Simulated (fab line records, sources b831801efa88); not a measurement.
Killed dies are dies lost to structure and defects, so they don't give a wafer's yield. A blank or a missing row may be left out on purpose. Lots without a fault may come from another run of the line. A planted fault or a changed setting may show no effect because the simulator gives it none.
Chamber matching | flow sky130 | SKY_FIELD_ISO_CVD_24 on hdpcvd-01: 3 sister chambers
The step deposits SiO2, target thk 595 nm, time 99.2 s. 6 wafers are shown with their chamber, then 7 later ones without.

WAFERS WITH THEIR CHAMBER
wafer  | chamber | pressure_mtorr (mTorr)
L422.4 | 2       | 5.998
L424.1 | 2       | 5.977
L424.2 | 1       | 5.991
L424.5 | 0       | 5.985
L428.1 | 1       | 6.009
L428.4 | 0       | 6.010

WAFERS WITHOUT THEIR CHAMBER
wafer  | pressure_mtorr (mTorr)
L428.5 | 5.979
L433.1 | 6.020
L433.3 | 5.993
L433.6 | 6.020
L440.3 | 5.993
L440.4 | 5.997
L440.5 | 6.012

WHICH CHAMBER EACH WENT THROUGH
wafer  | from the rows above          | in truth
L428.5 | can't be placed: 2 or 0 or 1 | 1
L433.1 | can't be placed: 1 or 0 or 2 | 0
L433.3 | can't be placed: 0 or 2 or 1 | 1
L433.6 | can't be placed: 1 or 0 or 2 | 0
L440.3 | can't be placed: 0 or 2 or 1 | 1
L440.4 | can't be placed: 0 or 1 or 2 | 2
L440.5 | can't be placed: 1 or 0 or 2 | 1
Placed correctly: 0 of 7. Can't be placed from these rows: 7 (the true chamber is among the candidates in 7). Placed wrongly: 0.
How it was worked out, from the rows above alone: a wafer's distance from a chamber is the root of the sum, over the readings, of the square of ((its reading less the chamber's mean) divided by the reading's scatter). The wafer belongs to the nearest chamber; if the next one is less than 2 further off, it can't be placed. A chamber's mean is the mean of its shown wafers. The scatter: the root of (the sum of the squares of (reading less its chamber's mean) over the shown wafers, divided by (wafers less chambers)).
